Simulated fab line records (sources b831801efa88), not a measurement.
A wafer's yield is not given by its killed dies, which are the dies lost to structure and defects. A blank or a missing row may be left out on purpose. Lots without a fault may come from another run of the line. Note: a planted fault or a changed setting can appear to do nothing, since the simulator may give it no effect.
Comparing a struck lot with a sound one ; flow sky130 ; 14 out of 708 route steps
Sound: the wafers L334.1, L334.2, L334.6. Struck: wafers L349.1, L349.2 (left out: L349.4, a lot-mate that was not struck); the cause follows at the end.
Order at every step that has rows: each side's tool, ch and its chambers, its first start. Under that, the readings that differ: sound wafers ; struck wafers ; difference of the means ; sigmas: that difference in standard deviations of wafers without a fault.
alike: readings whose means differ by less than 2 such deviations, and words and numbers that are the same on both sides. not compared: withheld readings, readings that some wafer has no value for, bounds like >300 that may hide the same value, and numbers for which the record gives no deviation and whose values overlap.
The two part at a step that has a row with sigmas, a row that says differs or no value, or rows on one side only. When numbers do not overlap yet have no deviation, they are printed without sigmas and do not part them. Lack of a reading on every wafer of one side parts them only where that side has two or more wafers.

first, 2 steps without rows for these wafers: SKY_VIA4_PEB_09; SKY_VIA4_DEVELOP_10 (develop time 60 s).
SKY_VIA4_OVL_MEAS_11:
  sound on overlay-02, day 43 15:19; struck on overlay-01, day 47 03:11
  alike: VIA4_OVL
SKY_VIA4_ETCH_12: etches SiO2 in C4F8/O2/Ar, stops on TiN, target depth 580 nm.
  sound on rie-diel-01 ch 0,2, day 43 15:22; struck on rie-diel-01 ch 0,3, day 47 03:13
  alike: oes-product-au
SKY_VIA4_STRIP_13: strips in O2/N2.
  sound on plasma-asher-03 ch 0,1, day 43 15:26; struck on plasma-asher-03 ch 0,1, day 47 03:17
  alike: drypump-motor-current-A, oes-product-au, strip-time-to-endpoint-s
  not compared: rf-hours-counter-h
then, 3 steps without rows for these wafers: SKY_VIA4_STRIP_14 (strips in post etch residue remover, time 1200 s); SKY_VIA4_CLEAN_15 (cleans in IPA, time 180 s); SKY_VIA4_CLEAN_16 (cleans in O3/DIW).
SKY_VIA4_SPUTTER_17: material TiN, target thk 20 nm, time 80 s.
  sound on pvd-sputter-02, day 43 16:25; struck on pvd-sputter-03, day 47 03:58
  alike: throttle-valve-pct
SKY_VIA4_CVD_18: deposits W, target thk 505 nm, time 152.14 s.
  sound on cvd-w-01 ch 0,1, day 43 16:29; struck on cvd-w-01 ch 0,1, day 47 04:01
  alike: heater-power-w
SKY_VIA4_RS_MEAS_19: measurement is done with a four-point probe.
  sound on film-metro-02, day 43 16:38; struck on film-metro-01, day 47 04:10
reading;sound;struck;difference;sigmas
VIA4_W_RS (ohm/sq);0.2198 0.2254 0.2195;0.2269 0.2276;+0.0057;+2
SKY_VIA4_THK_MEAS_20: measures by xrf.
  sound on film-metro-02, day 43 16:46; struck on film-metro-01, day 47 04:17
  alike: VIA4_W_THK
SKY_VIA4_CMP_21: polishes, stops on SiO2, t overpolish 25 s, target thk 0 nm.
  sound on cmp-01 ch 0,2,3, day 43 16:52; struck on cmp-02 ch 0,3, day 47 04:24
reading;sound;struck;difference;sigmas
overpolish-run-s (s);25.005 24.996 25.001;0.050 0.052;-24.950;-99 or more
time-to-endpoint-s (s);132 130 128;191 190;+60;+13
  alike: motor-current-A
SKY_METAL5_SPUTTER_00: material Ti, target thk 15 nm, time 10 s.
  the record holds rows for the sound wafers here (pvd-sputter-03, day 43 17:07) but none for the struck ones

## WHERE THEY PART
Earliest at SKY_VIA4_RS_MEAS_19; latest, in this record, at SKY_METAL5_SPUTTER_00.

WHY: what the simulator had put in
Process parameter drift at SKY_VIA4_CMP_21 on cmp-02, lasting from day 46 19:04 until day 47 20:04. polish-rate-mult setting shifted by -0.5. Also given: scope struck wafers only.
